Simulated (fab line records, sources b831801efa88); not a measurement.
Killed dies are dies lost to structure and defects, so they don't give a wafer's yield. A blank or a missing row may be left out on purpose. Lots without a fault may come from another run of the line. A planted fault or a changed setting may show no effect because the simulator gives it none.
A struck lot beside a sound one | flow sky130 | 32 steps out of a route of 708
Sound: wafers L180.2, L180.3, L180.6. Struck: wafers L184.3, L184.4, L184.6. The cause comes at the end.
At each step with rows: each side's tool, then ch and its chambers, then its first start. Under that, the readings that differ: sound wafers | struck wafers | difference of the means | sigmas: that difference in standard deviations of wafers without a fault.
alike: readings whose means differ by less than 2 such deviations, and words and numbers that are the same on both sides. not compared: withheld readings, readings that some wafer has no value for, bounds like >300 that may hide the same value, and numbers for which the record gives no deviation and whose values overlap.
The two part at a step that has a row with sigmas, a row that says differs or no value, or rows on one side only. Numbers that don't overlap but have no deviation are shown without sigmas and don't part them. A reading that every wafer of one side lacks parts them only if that side has two wafers or more.

SKY_PWDE_OVL_MEAS_07:
  sound on overlay-01, day 5 07:53; struck on overlay-01, day 6 04:21
  alike: PWDE_OVL
then, 1 step without rows for these wafers: SKY_PWDE_IMPLANT_08.
SKY_PWDE_STRIP_09: strips in O2/N2.
  sound on plasma_asher-03 ch 0,1, day 5 08:04; struck on plasma_asher-04 ch 0,1, day 6 04:34
  alike: drypump_motor_current_A, oes_product_au, strip_time_to_endpoint_s
  not compared: rf_hours_counter_h
SKY_PWDE_TW_MEAS_10:
  sound on film_metro-03, day 5 08:11; struck on film_metro-01, day 6 04:38
  alike: PWDE_TW
then, 7 steps without rows for these wafers: SKY_NWELL_DEHYDRATE_03 (time 60 s); SKY_NWELL_HMDS_04 (prime time 60 s); SKY_NWELL_COAT_05 (resist thk 3000 nm); SKY_NWELL_SOFTBAKE_06; SKY_NWELL_EXPOSE_07 (exposes mask NWM, target cd 840 nm); SKY_NWELL_PEB_08; SKY_NWELL_DEVELOP_09 (develop time 60 s).
SKY_NWELL_OVL_MEAS_10:
  sound on overlay-02, day 6 01:47; struck on overlay-02, day 6 22:27
  alike: NWELL_00_OVL
SKY_NWELL_IMPLANT_11:
  sound on implanter-03 ch 0, day 6 01:51; struck on implanter-03 ch 0, day 6 22:31
  reading            | sound                            | struck                           | difference  | sigmas
  dose_ions_cm2      | 1.8986e+13 1.8991e+13 1.9009e+13 | 2.5206e+13 2.5216e+13 2.5198e+13 | +6.2113e+12 | +99 or more
  faraday_current_uA | 106.9 102.9 108.4                | 139.9 141.7 143.2                | +35.5       | +17
  alike: end_station_pressure_torr
then, 2 steps without rows for these wafers: SKY_NWELL_IMPLANT_12; SKY_NWELL_IMPLANT_13.
SKY_NWELL_STRIP_14: strips in O2/N2.
  sound on plasma_asher-01 ch 0, day 6 02:16; struck on plasma_asher-02 ch 0,1, day 6 22:58
  alike: drypump_motor_current_A, oes_product_au, strip_time_to_endpoint_s
  not compared: rf_hours_counter_h
SKY_NWELL_TW_MEAS_15:
  sound on film_metro-02, day 6 02:23; struck on film_metro-02, day 6 23:02
  reading  | sound          | struck         | difference | sigmas
  NWELL_TW | 1835 1841 1839 | 2001 2006 2004 | +165       | +24
then, 7 steps without rows for these wafers: SKY_NWELL_DEHYDRATE_16 (time 60 s); SKY_NWELL_HMDS_17 (prime time 60 s); SKY_NWELL_COAT_18 (resist thk 3000 nm); SKY_NWELL_SOFTBAKE_19; SKY_NWELL_EXPOSE_20 (exposes mask NWM COMPLEMENT, target cd 840 nm); SKY_NWELL_PEB_21; SKY_NWELL_DEVELOP_22 (develop time 60 s).
SKY_NWELL_OVL_MEAS_23:
  sound on overlay-02, day 6 20:39; struck on overlay-02, day 7 18:28
  alike: NWELL_01_OVL
then, 1 step without rows for these wafers: SKY_NWELL_IMPLANT_24.
SKY_NWELL_STRIP_25: strips in O2/N2.
  sound on plasma_asher-01 ch 0, day 6 20:50; struck on plasma_asher-01 ch 0,1, day 7 18:40
  alike: drypump_motor_current_A, oes_product_au, strip_time_to_endpoint_s
  not compared: rf_hours_counter_h
SKY_NWELL_TW_MEAS_26:
  sound on film_metro-01, day 6 20:56; struck on film_metro-03, day 7 18:45
  alike: NWELL_2_TW
then, 1 step without rows for these wafers: SKY_NWELL_CLEAN_27 (cleans in SC1/SC2, time 150 s).
SKY_NWELL_RTA_28: time 30 s.
  sound on rtp_anneal-02 ch 0, day 6 21:04; struck on rtp_anneal-02 ch 0, day 7 18:52
  alike: lamp_power_pct, wafer_temp_C_max
SKY_NWELL_RS_MEAS_29: measures by four-point-probe.
  sound on film_metro-02, day 6 21:10; struck on film_metro-01, day 7 18:59
  reading           | sound             | struck            | difference | sigmas
  NWELL_RS (ohm/sq) | 625.3 622.9 623.2 | 536.1 537.5 537.5 | -86.8      | -43
-- the record jumps here: 40 days lie between the struck wafers' starts before and after (it left off in module NWELL and takes up again in module PAD_OPEN, whose first step shown is number 708 of the route) --
SKY_PAD_OPEN_PROBE_99:
  sound on prober-02, day 47 11:56; struck on prober-01, day 48 05:31
  reading                                 | sound                         | struck                        | difference | sigmas
  model.etest.nfet_16v.r_on_ohm_um        | 1.414e+04 1.402e+04 1.402e+04 | 1.315e+04 1.299e+04 1.307e+04 | -9.900e+02 |
  model.etest.res_nwell.line_ohm_um       | 1223 1217 1221                | 920.8 903.8 922.2             | -304.7     |
  model.etest.res_nwell.rs_ohm_sq         | 1031 1018 1026                | 792.1 775.9 789.7             | -239.1     |
  model.etest.tip_p_5v.rs_ohm_sq          | 2850 2848 2864                | 2894 2885 2895                | +37        |
  model.etest.res_nwell.width_nm (nm)     | 838 837.9 845.3               | 860.2 859.7 854               | +17.6      |
  model.etest.res_iso_pwell.width_nm (nm) | 2653 2667 2649                | 2631 2626 2637                | -25        |
  model.etest.pfet_16v.drive_ua_um        | 242.3 244.8 242.3             | 231.6 232.4 233.2             | -10.7      |
  alike: killed_at_M0_to_M3, killed_at_M4_up, killed_at_contacts, killed_at_front_end, killed_at_other, killed_dies, killed_open, killed_short
  not compared: model.etest.pfet_16v.r_on_ohm_um

WHERE THEY PART
First at SKY_NWELL_IMPLANT_11; last, within this record, at SKY_NWELL_RS_MEAS_29. Later steps at which nothing parts them and some readings are alike: SKY_PAD_OPEN_PROBE_99.

WHY: what the simulator had put in
Process parameter drift: implanter-03, from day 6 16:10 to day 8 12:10, at SKY_NWELL_IMPLANT_11. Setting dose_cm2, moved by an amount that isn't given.
